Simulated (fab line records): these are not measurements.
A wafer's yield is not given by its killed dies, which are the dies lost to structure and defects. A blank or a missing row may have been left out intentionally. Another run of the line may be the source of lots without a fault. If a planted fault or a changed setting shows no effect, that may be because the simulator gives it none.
fab line records	flow sky130
[record] lots = 11	wafers = 33	last_day = 50
route steps=708 shown METAL4@602 CAP2M@605 VIA4@639 PAD_OPEN@708
lots that met no fault: taken from a fault-free run of the same line
start_h: the number of hours between the record's first day and the start of the first shown wafer of the lot	wait_h: hours from the lot's prior step to this one	" identical to the entry in the row above	L1.1+2: several wafers, shown together as one row	- no value, or no start given	* or withheld: withheld	< > ~ a bound
route shown NAME@n: NAME is a module with steps in the file, n the number in the route of the first one	usual: mean/standard deviation taken from wafers without a fault	same: alike in all rows	chamber/n: place in a boat	sites: each site's reading	_std_site: the values' standard deviation	_edge_site: inner sites' mean taken away from outer sites' mean	radius_mm: for every site, how far away it sits from the centre of the wafer	mask NAME#n: copy n	behind: the tool/chamber that last shaped the wafer	hold: the reason the lot was held/the length of the hold in hours/how it ended	device: which transistor (n, p or np) failed to switch	end of line: tests of these same wafers at the route's end	where a step has no rows: the recipe by itself	killed: dies lost to structure and defects at the first sort, not the wafer's yield	map: a wafer's dies, marking killed ones x, the rest . and places with no die _
set.NAME: the setting the step ran with; set.NAME@STEP: the setting that earlier step ran with	model.NAME: the simulator's own value behind a step, which no gauge read
the route's steps for a sample of lots (tables are steps, rows are wafers)
services: when a tool's chamber went out of use (start_h, in hours from the record's first day, below 0 if earlier), for how many hours, and the reason
[[steps]]
[step SKY_METAL4_SPUTTER_04]
[recipe] material = TiN	target_thk_nm = 70	power_w = 6500	time_s = 58.3	chamber_pressure_pa = 0.4
[usual] chamber_pressure_pa = 0.3999/0.0008	throttle_valve_pct = 29.8/0.84
lot.wafer	tool	chamber	start_h	wait_h	chamber_pressure_pa	throttle_valve_pct
L701.1	pvd_sputter-02	-	940.97	0.0	0.4002	29.7
L701.4	"	-	"	"	0.4005	28.8
L701.6	"	-	"	"	0.4002	29.9
L702.1	pvd_sputter-03	-	963.04	0.0	0.3989	30.4
L702.5	"	-	"	"	0.3988	30.0
L702.6	"	-	"	"	0.3997	32.1
L703.1	pvd_sputter-02	-	963.70	0.0	0.4011	30.0
L703.2	"	-	"	"	0.4009	29.8
L703.4	"	-	"	"	0.3998	29.4
L705.2	pvd_sputter-02	-	966.34	0.0	0.4004	29.9
L705.4	"	-	"	"	0.3994	29.4
L705.5	"	-	"	"	0.4001	29.5
L710.2	pvd_sputter-04	-	1018.94	0.0	0.4015	30.6
L710.3	"	-	"	"	0.3997	28.5
L710.6	"	-	"	"	0.4001	30.4
L708.3	pvd_sputter-03	-	1021.66	0.0	0.4001	30.1
L708.4	"	-	"	"	0.4007	31.9
L708.5	"	-	"	"	0.4003	29.9
L707.2	pvd_sputter-02	-	1026.46	0.0	0.4000	29.9
L707.4	"	-	"	"	0.4003	29.9
L707.6	"	-	"	"	0.4020	30.0
L711.3	pvd_sputter-02	-	1027.70	0.0	0.4017	28.9
L711.5	"	-	"	"	0.3994	29.5
L711.6	"	-	"	"	0.3986	29.8
L715.1	pvd_sputter-03	-	1033.58	0.0	0.4011	30.2
L715.3	"	-	"	"	0.3997	30.4
L715.6	"	-	"	"	0.4004	32.0
L721.1	pvd_sputter-02	-	1064.52	0.0	0.3997	29.5
L721.3	"	-	"	"	0.3992	29.9
L721.5	"	-	"	"	0.3995	29.7
L723.2	pvd_sputter-03	-	1079.89	0.0	0.3997	29.9
L723.5	"	-	"	"	0.4002	31.7
L723.6	"	-	"	"	0.4002	30.1
[step SKY_CAP2M_SPUTTER_02]
[recipe] material = TiN	target_thk_nm = 200	temp_c = 300	power_w = 6500	time_s = 166.7	chamber_pressure_pa = 0.4
[usual] chamber_pressure_pa = 0.4000/0.00072	substrate_temp_c = 300.02/0.2	throttle_valve_pct = 29.4/0.8
lot.wafer	tool	chamber	start_h	wait_h	chamber_pressure_pa	substrate_temp_c	throttle_valve_pct
L701.1	pvd_sputter-04	-	941.10	0.1	0.4005	300.01	28.7
L701.4	"	-	"	"	0.3995	299.88	30.5
L701.6	"	-	"	"	0.3999	300.08	28.2
L702.1	pvd_sputter-04	-	963.17	0.1	0.3994	300.28	30.6
L702.5	"	-	"	"	0.4005	300.19	30.4
L702.6	"	-	"	"	0.3993	300.32	30.6
L703.1	pvd_sputter-04	-	963.83	0.1	0.3999	300.02	28.5
L703.2	"	-	"	"	0.3995	300.27	29.5
L703.4	"	-	"	"	0.4006	299.95	30.8
L705.2	pvd_sputter-04	-	966.47	0.0	0.3994	299.76	28.4
L705.4	"	-	"	"	0.3987	300.29	30.8
L705.5	"	-	"	"	0.4003	300.06	28.4
L710.2	pvd_sputter-01	-	1019.08	0.0	0.4005	299.88	28.8
L710.3	"	-	"	"	0.4003	299.81	28.5
L710.6	"	-	"	"	0.4000	299.66	28.4
L708.3	pvd_sputter-02	-	1021.80	0.0	0.4004	299.85	29.4
L708.4	"	-	"	"	0.3995	299.99	28.8
L708.5	"	-	"	"	0.3995	299.93	29.2
L707.2	pvd_sputter-04	-	1026.59	0.0	0.3997	299.90	30.6
L707.4	"	-	"	"	0.4000	300.09	28.9
L707.6	"	-	"	"	0.3992	299.66	30.5
L711.3	pvd_sputter-01	-	1027.83	0.0	0.4001	300.31	28.5
L711.5	"	-	"	"	0.3992	299.84	28.4
L711.6	"	-	"	"	0.4003	300.29	28.8
L715.1	pvd_sputter-02	-	1033.72	0.1	0.4006	299.87	29.8
L715.3	"	-	"	"	0.4015	300.28	28.9
L715.6	"	-	"	"	0.4005	300.22	29.9
L721.1	pvd_sputter-01	-	1064.67	0.1	0.4004	299.91	28.5
L721.3	"	-	"	"	0.3999	300.19	30.3
L721.5	"	-	"	"	0.3999	299.90	28.5
L723.2	pvd_sputter-02	-	1080.02	0.0	0.4002	300.50	28.9
L723.5	"	-	"	"	0.3993	299.72	29.3
L723.6	"	-	"	"	0.3994	300.05	29.0
[step SKY_VIA4_HDPCVD_00]
[recipe] material = SiO2	target_thk_nm = 1750	sigma_open_frac = 0.3	time_s = 291.7	temp_c = 400	sih4_flow_sccm = 60	pressure_mtorr = 6
lot.wafer	tool	chamber	start_h	wait_h
L701.1+4+6	hdpcvd-02	0,2,0	990.24	0.0
L702.1+5+6	hdpcvd-02	2,2,0	1012.73	0.0
L703.1+2+4	hdpcvd-01	2,1,0	1013.51	0.0
L705.2+4+5	hdpcvd-01	1,1,0	1015.47	0.0
L710.2+3+6	hdpcvd-02	0,2,1	1064.39	0.0
L708.3+4+5	hdpcvd-02	1,1,0	1066.95	0.0
L707.2+4+6	hdpcvd-02	1,0,1	1072.49	0.0
L711.3+5+6	hdpcvd-01	1,2,1	1073.27	0.0
L715.1+3+6	hdpcvd-01	2,0,1	1078.98	0.0
L721.1+3+5	hdpcvd-02	2,0,1	1108.07	0.0
L723.2+5+6	hdpcvd-02	2,1,2	1123.45	0.0
[step SKY_VIA4_THK_MEAS_01]
[recipe] reads = SiO2_of_VIA4_HDPCVD_00
[usual] VIA4_HDPCVD_THK = 1762/25
lot.wafer	tool	chamber	start_h	wait_h	VIA4_HDPCVD_THK[nm]
L701.1	film_metro-02	-	990.42	0.1	1805
L701.4	"	-	"	"	1768
L701.6	"	-	"	"	1819
L702.1	film_metro-01	-	1012.91	0.1	1735
L702.5	"	-	"	"	1743
L702.6	"	-	"	"	1768
L703.1	film_metro-01	-	1013.68	0.1	1757
L703.2	"	-	"	"	1776
L703.4	"	-	"	"	1714
L705.2	film_metro-01	-	1015.66	0.1	1821
L705.4	"	-	"	"	1808
L705.5	"	-	"	"	1777
L710.2	film_metro-01	-	1064.58	0.1	1767
L710.3	"	-	"	"	1733
L710.6	"	-	"	"	1769
L708.3	film_metro-01	-	1067.14	0.1	1783
L708.4	"	-	"	"	1773
L708.5	"	-	"	"	1770
L707.2	film_metro-01	-	1072.68	0.1	1771
L707.4	"	-	"	"	1772
L707.6	"	-	"	"	1772
L711.3	film_metro-01	-	1073.47	0.1	1791
L711.5	"	-	"	"	1750
L711.6	"	-	"	"	1784
L715.1	film_metro-02	-	1079.16	0.1	3417
L715.3	"	-	"	"	1760
L715.6	"	-	"	"	3411
L721.1	film_metro-03	-	1108.25	0.1	1746
L721.3	"	-	"	"	1802
L721.5	"	-	"	"	1783
L723.2	film_metro-02	-	1123.72	0.2	1719
L723.5	"	-	"	"	1768
L723.6	"	-	"	"	1741
[step SKY_VIA4_BOW_MEAS_03]
[recipe] mode = bow
[usual] VIA4_BOW = 78/8.7
lot.wafer	tool	chamber	start_h	wait_h	VIA4_BOW[um]
L701.1	film_metro-01	-	990.78	0.1	79
L701.4	"	-	"	"	74
L701.6	"	-	"	"	83
L702.1	film_metro-03	-	1013.27	0.2	68
L702.5	"	-	"	"	83
L702.6	"	-	"	"	83
L703.1	film_metro-01	-	1014.04	0.2	55
L703.2	"	-	"	"	59
L703.4	"	-	"	"	61
L705.2	film_metro-01	-	1016.03	0.2	83
L705.4	"	-	"	"	77
L705.5	"	-	"	"	77
L710.2	film_metro-01	-	1064.95	0.2	75
L710.3	"	-	"	"	69
L710.6	"	-	"	"	80
L708.3	film_metro-01	-	1067.52	0.3	68
L708.4	"	-	"	"	71
L708.5	"	-	"	"	86
L707.2	film_metro-02	-	1073.05	0.3	78
L707.4	"	-	"	"	57
L707.6	"	-	"	"	76
L711.3	film_metro-01	-	1073.97	0.3	81
L711.5	"	-	"	"	94
L711.6	"	-	"	"	72
L715.1	film_metro-02	-	1079.52	0.1	79
L715.3	"	-	"	"	82
L715.6	"	-	"	"	75
L721.1	film_metro-03	-	1108.61	0.1	82
L721.3	"	-	"	"	80
L721.5	"	-	"	"	78
L723.2	film_metro-03	-	1124.14	0.3	85
L723.5	"	-	"	"	81
L723.6	"	-	"	"	82
[step SKY_PAD_OPEN_PROBE_99]
[usual] defect_limited_yield = 82.7/2	killed_at_M0_to_M3 = 42/7.4	killed_at_M4_up = 3.5/1.9	killed_at_contacts = 24/5.2	killed_at_front_end = 15/4.5	killed_at_other = 0.2/0.53	killed_dies = 85/9.8	killed_open = 46/7.6	killed_short = 39/6.5	sort_bin_3_pad_short = 0.9/0.4	sort_bin_5_function = 10.3/1.5	sort_bin_6_memory = 6.1/1.1	sort_n_pass = 407/9.8	sort_yield_pct = 82.7/2
[same] gross_dies = 492	killed_at_back_side = 0	sort_bin_4_leakage[%] = 0	sort_bin_8_speed[%] = 0
lot.wafer	tool	chamber	start_h	wait_h	defect_limited_yield[%]	killed_at_M0_to_M3	killed_at_M4_up	killed_at_contacts	killed_at_front_end	killed_at_other	killed_dies	killed_open	killed_short	sort_bin_3_pad_short[%]	sort_bin_5_function[%]	sort_bin_6_memory[%]	sort_n_pass	sort_yield_pct[%]
L701.1	prober-01	-	1085.25	0.1	82.1	29	5	38	16	0	88	44	44	1.2	11.0	5.7	404	82.1
L701.4	prober-01	-	1085.40	0.2	80.9	43	2	30	19	0	94	47	47	0.8	10.2	8.1	398	80.9
L701.6	prober-01	-	1085.50	0.2	81.1	53	0	26	12	2	93	46	47	1.2	12.2	5.5	399	81.1
L711.3	prober-02	-	1159.45	0.2	83.3	37	4	19	22	0	82	50	32	1.0	10.8	4.9	410	83.3
L711.5	prober-02	-	1159.55	0.2	80.9	50	6	25	12	1	94	54	40	0.4	13.2	5.5	398	80.9
L711.6	prober-02	-	1159.60	0.2	82.7	43	4	19	19	0	85	46	39	0.6	9.6	7.1	407	82.7
L715.1	prober-01	-	1165.72	0.1	81.3	51	2	19	17	3	92	48	44	1.2	10.8	6.7	400	81.3
L715.3	prober-01	-	1165.82	0.2	84.6	39	4	18	15	0	76	43	33	1.0	9.3	5.1	416	84.6
L715.6	prober-01	-	1165.97	0.2	82.1	44	2	29	13	0	88	49	39	0.6	11.0	6.3	404	82.1
L721.1	prober-01	-	1187.95	0.1	82.3	45	6	21	14	1	87	48	39	0.8	12.2	4.7	405	82.3
L721.3	prober-01	-	1188.05	0.2	83.1	35	4	29	15	0	83	53	29	0.8	10.0	6.1	409	83.1
L721.5	prober-01	-	1188.15	0.2	87.4	38	1	17	6	0	62	37	25	0	7.1	5.5	430	87.4
L723.2	prober-01	-	1200.09	0.1	82.5	34	3	28	21	0	86	41	45	0.8	11.0	5.7	406	82.5
L723.5	prober-01	-	1200.24	0.2	80.7	45	5	23	22	0	95	47	48	1.0	10.8	7.5	397	80.7
L723.6	prober-01	-	1200.29	0.2	83.3	46	3	16	17	0	82	47	35	0.4	9.1	7.1	410	83.3
// killed by level:class
L701.1 CONTACT:geometric_particle:open=16 METAL1:geometric_particle:short=9 LI_CONTACT:geometric_particle:open=8 POLY_GATE:geometric_particle:short=6 LOCAL_INTERCONNECT:geometric_particle:short=5 CONTACT:geometric_particle:short=5 VIA1:geometric_particle:open=5 VIA3:geometric_particle:open=5
L701.4 CONTACT:geometric_particle:open=12 VIA1:geometric_particle:open=10 VIA3:geometric_particle:open=8 CONTACT:geometric_particle:short=7 FIELD_ISO:geometric_particle:open=6 POLY_GATE:geometric_particle:short=6 LOCAL_INTERCONNECT:geometric_particle:short=6 METAL1:geometric_particle:short=6
L701.6 METAL1:geometric_particle:short=11 VIA1:geometric_particle:open=10 CONTACT:geometric_particle:open=9 POLY_GATE:geometric_particle:open=6 LI_CONTACT:geometric_particle:short=6 VIA1:geometric_particle:short=6 VIA2:geometric_particle:open=6 METAL3:geometric_particle:short=6
L711.3 FIELD_ISO:geometric_particle:open=7 VIA2:geometric_particle:open=7 VIA1:geometric_particle:open=7 VIA3:geometric_particle:open=7 CONTACT:geometric_particle:open=6 LI_CONTACT:geometric_particle:open=4 LOCAL_INTERCONNECT:geometric_particle:short=4 CONTACT:geometric_particle:short=4
L711.5 VIA2:geometric_particle:open=17 VIA1:geometric_particle:open=9 LI_CONTACT:geometric_particle:open=7 CONTACT:geometric_particle:open=6 POLY_GATE:geometric_particle:open=5 VIA1:geometric_particle:short=5 METAL2:geometric_particle:short=5 CONTACT:geometric_particle:short=4
L711.6 CONTACT:geometric_particle:open=10 VIA1:geometric_particle:open=9 VIA2:geometric_particle:open=6 VIA3:geometric_particle:open=6 METAL1:geometric_particle:short=5 METAL2:geometric_particle:short=5 VIA2:geometric_particle:short=5 FIELD_ISO:geometric_particle:open=4
L715.1 VIA1:geometric_particle:open=11 VIA3:geometric_particle:open=8 CONTACT:geometric_particle:open=6 VIA2:geometric_particle:open=6 METAL1:geometric_particle:short=6 METAL2:geometric_particle:short=5 VIA2:geometric_particle:short=5 FIELD_ISO:geometric_particle:open=4
L715.3 CONTACT:geometric_particle:open=9 VIA2:geometric_particle:open=8 VIA1:geometric_particle:open=7 METAL1:geometric_particle:short=5 POLY_GATE:geometric_particle:open=4 VIA3:geometric_particle:open=4 FIELD_ISO:geometric_particle:short=3 POLY_GATE:geometric_particle:short=3
L715.6 VIA1:geometric_particle:open=16 CONTACT:geometric_particle:open=11 CONTACT:geometric_particle:short=8 VIA3:geometric_particle:open=5 FIELD_ISO:geometric_particle:open=4 FIELD_ISO:geometric_particle:short=4 LI_CONTACT:geometric_particle:open=4 METAL3:geometric_particle:short=4
L721.1 VIA2:geometric_particle:open=11 CONTACT:geometric_particle:open=9 FIELD_ISO:geometric_particle:short=7 VIA1:geometric_particle:open=7 VIA3:geometric_particle:open=6 VIA2:geometric_particle:short=5 FIELD_ISO:geometric_particle:open=4 METAL1:geometric_particle:short=4
L721.3 LI_CONTACT:geometric_particle:open=13 VIA3:geometric_particle:open=8 POLY_GATE:geometric_particle:open=6 CONTACT:geometric_particle:short=6 VIA1:geometric_particle:open=6 LI_CONTACT:geometric_particle:short=5 VIA2:geometric_particle:open=4 FIELD_ISO:geometric_particle:open=3
L721.5 CONTACT:geometric_particle:open=7 LI_CONTACT:geometric_particle:open=6 METAL1:geometric_particle:short=6 VIA1:geometric_particle:open=6 VIA3:geometric_particle:open=5 METAL2:geometric_particle:short=5 VIA2:geometric_particle:open=5 POLY_GATE:geometric_particle:short=3
L723.2 CONTACT:geometric_particle:open=9 LI_CONTACT:geometric_particle:open=8 METAL3:geometric_particle:short=8 LOCAL_INTERCONNECT:geometric_particle:short=6 FIELD_ISO:geometric_particle:open=5 VIA1:geometric_particle:open=5 VIA3:geometric_particle:open=5 POLY_GATE:geometric_particle:short=4
L723.5 VIA1:geometric_particle:open=12 METAL1:geometric_particle:short=8 CONTACT:geometric_particle:open=7 POLY_GATE:geometric_particle:open=6 LOCAL_INTERCONNECT:geometric_particle:short=6 VIA3:geometric_particle:open=6 FIELD_ISO:geometric_particle:short=5 METAL4:geometric_particle:short=5
L723.6 VIA1:geometric_particle:open=18 CONTACT:geometric_particle:open=7 VIA2:geometric_particle:open=7 FIELD_ISO:geometric_particle:short=5 METAL3:geometric_particle:short=5 FIELD_ISO:geometric_particle:open=4 POLY_GATE:geometric_particle:open=3 POLY_GATE:geometric_particle:short=3
[[services]]
tool	chamber	start_h	hours	kind
pvd_sputter-04	-	950.12	4.0	repair
hdpcvd-02	-	950.25	15.0	pm
hdpcvd-02	0	950.25	15.0	vent_cycle
hdpcvd-02	1	950.25	15.0	vent_cycle
hdpcvd-02	2	950.25	15.0	vent_cycle
hdpcvd-02	0	965.25	-	clean
hdpcvd-02	1	965.25	-	clean
hdpcvd-02	2	965.25	-	clean
pvd_sputter-04	-	974.44	1.5	repair
pvd_sputter-02	-	990.80	6.4	repair
pvd_sputter-04	-	993.63	3.3	repair
pvd_sputter-04	3	1030.52	-	consumable_replace:kit
pvd_sputter-04	3	1030.52	18.0	scheduled_down
pvd_sputter-04	3	1030.52	18.0	vent_cycle
pvd_sputter-02	3	1031.78	-	consumable_replace:kit
pvd_sputter-02	3	1031.78	18.0	scheduled_down
pvd_sputter-02	3	1031.78	18.0	vent_cycle
pvd_sputter-03	-	1048.88	2.7	repair
pvd_sputter-04	-	1074.37	3.2	repair
hdpcvd-02	-	1087.49	0.6	repair
pvd_sputter-04	2	1107.89	-	consumable_replace:kit
pvd_sputter-04	2	1107.89	18.0	scheduled_down
hdpcvd-02	0	1110.13	14.2	repair
hdpcvd-02	-	1115.22	2.0	repair
[[key]]
[first_sign] step = SKY_VIA4_THK_MEAS_01	reading = VIA4_HDPCVD_THK	direction = up	sigmas = 65	usual = 1762	struck = 3414
effect none on later readings
met_at SKY_VIA4_HDPCVD_00
struck_lots L715
struck_wafers L715.1,L715.6
not_acting_at SKY_METAL4_SPUTTER_04,SKY_CAP2M_SPUTTER_02,SKY_VIA4_BOW_MEAS_03
onset_between 1073.27 1078.98
[fault] kind = process_parameter_drift	tool = hdpcvd-01	chamber = -	onset_h = 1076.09	steps = SKY_VIA4_HDPCVD_00	channel = target_thk_nm	offset = 1636.3	shape = step	end_h = 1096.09	scope = struck_wafers_only	acts_in = these_recipes_only	stated = 1750
